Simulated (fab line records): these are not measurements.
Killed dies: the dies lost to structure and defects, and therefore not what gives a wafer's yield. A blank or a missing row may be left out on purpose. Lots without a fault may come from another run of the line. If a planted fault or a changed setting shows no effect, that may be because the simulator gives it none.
Problem report, 8D (eight disciplines) form, completed by code :: flow gf180mcu :: the parts of the form that need people (team, actions taken, sign-off) are left out

== 1. PROBLEM STATEMENT ==
Wafers free of any fault read 999 nm (standard deviation 12) for PASSIVATION_CVD_00_THK at GF_PASSIVATION_THK_MEAS_01, against a mean of 1358 nm on 2 wafers of 2 lots. That is +30 standard deviations from the usual mean.
The first sign was on wafer L590.5 at day 30 17:58, on film-metro-04. The record has a number at this step for 33 wafers belonging to 11 lots. Rule for "out", or "out of limits": more than 4 standard deviations from the usual mean. The rest of the wafers with a number are treated as sound.

== 2. WHAT IT IS; WHAT IT IS NOT ==
question: which readings at this step
is: PASSIVATION_CVD_00_THK
is not: -

question: which lots
is: L590, L592
is not: L582, L583, L585, L586, L599, L602, L603, L604, L605

question: which wafers of those lots
is: L590.5, L592.6
is not: L590.1, L590.4, L592.1, L592.3

question: read on which gauges
is: film-metro-04
is not: film-metro-02, film-metro-03

question: when
is: from day 30 17:58
is not: up to then (14 sound wafers); but 17 sound wafers of L592, L599, L602, L603, L604, L605 came after

== 3. SUSPECTS, AND WHAT RULES EACH OUT ==
Counting: a tool at a process step up to the reading stays a suspect if it ran every lot that is out. Sound lots after the first of them don't rule it out here, since some wafers of a struck lot are sound.
- the gauge at GF_PASSIVATION_THK_MEAS_01 has been ruled out. All the wafers that are out were read on film-metro-04, but those of them that GF_PASSIVATION_CVD_00 has rows for are out there too, on other tools.
- pecvd-02 at GF_PASSIVATION_CVD_00 (deposits SiO2 from TEOS, target thk 1000 nm, time 111.95 s): kept. It ran every lot that is out, first L590 (day 30 17:54); its last sound lot up to then is L586 (day 29 20:10). Its own readings are out on those wafers: run-length-s.
- Within pecvd-02 at GF_PASSIVATION_CVD_00: the wafers that are out ran in chamber 0; their sound lot-mates ran in chambers 1, 2.
Left after counting: pecvd-02 at GF_PASSIVATION_CVD_00.

== 4. THE CAUSE (what the simulator had put in) ==
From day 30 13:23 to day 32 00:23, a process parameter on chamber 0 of pecvd-02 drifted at GF_PASSIVATION_CVD_00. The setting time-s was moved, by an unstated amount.
Counting left only this tool.

== 5. THE CHAIN OF EFFECTS, in route order ==
Each row: a reading where the mean over the struck wafers with a number is more than 3 standard deviations away from the usual. Readings are gone through only where the record gives a usual standard deviation; hours: the median, over the lots, of the time from a lot's start at the first step in this table giving one to that lot's start at this step; sigmas: the change measured in usual standard deviations.
hours: 0
step: GF_PASSIVATION_CVD_00
reading: run-length-s
usual: 139.5 s
on struck wafers: 178.8
change: +39.3
sigmas: +55

hours: 0
step: GF_PASSIVATION_THK_MEAS_01
reading: PASSIVATION_CVD_00_THK
usual: 999 nm
on struck wafers: 1358
change: +360
sigmas: +30

hours: 20
step: GF_PASSIVATION_PROBE_99
reading: defect-limited-yield
usual: 90.2 %
on struck wafers: 3.0
change: -87.2
sigmas: -62

hours: 20
step: GF_PASSIVATION_PROBE_99
reading: killed-at-other
usual: 0.1
on struck wafers: 425.5
change: +425.4
sigmas: +99 or more

hours: 20
step: GF_PASSIVATION_PROBE_99
reading: killed-dies
usual: 48
on struck wafers: 477
change: +429
sigmas: +64

hours: 20
step: GF_PASSIVATION_PROBE_99
reading: killed-on-rim
usual: 9.7
on struck wafers: 85.0
change: +75.3
sigmas: +27

hours: 20
step: GF_PASSIVATION_PROBE_99
reading: sort_bin_5_function
usual: 5.7 %
on struck wafers: 92.9
change: +87.2
sigmas: +79

hours: 20
step: GF_PASSIVATION_PROBE_99
reading: sort-n-pass
usual: 444
on struck wafers: 15
change: -429
sigmas: -64

hours: 20
step: GF_PASSIVATION_PROBE_99
reading: sort-yield-pct
usual: 90.2 %
on struck wafers: 3.0
change: -87.2
sigmas: -62
The process steps in it:
- GF_PASSIVATION_CVD_00: deposits SiO2 from TEOS, target thk 1000 nm, time 111.95 s.
- GF_PASSIVATION_PROBE_99
Later steps that measure or inspect, where all struck wafers having a row at the step show a number for every such reading and not one has moved that far: GF_PASSIVATION_THK_MEAS_03.

== 6. HOW IT WOULD HAVE BEEN CAUGHT EARLIER ==
5 hours passed between the start of the fault at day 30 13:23 and the first reading out of limits at a measuring or inspecting step in this record, taken at day 30 17:58.
Tool's own readings at GF_PASSIVATION_CVD_00, run-length-s: out on all struck wafers the step has rows for; an alarm limit on them would have tripped on the first.
Of the lots that are out (2), L592 began GF_PASSIVATION_CVD_00 on pecvd-02 after day 30 17:58. A hold on the tool at that time would have spared it.
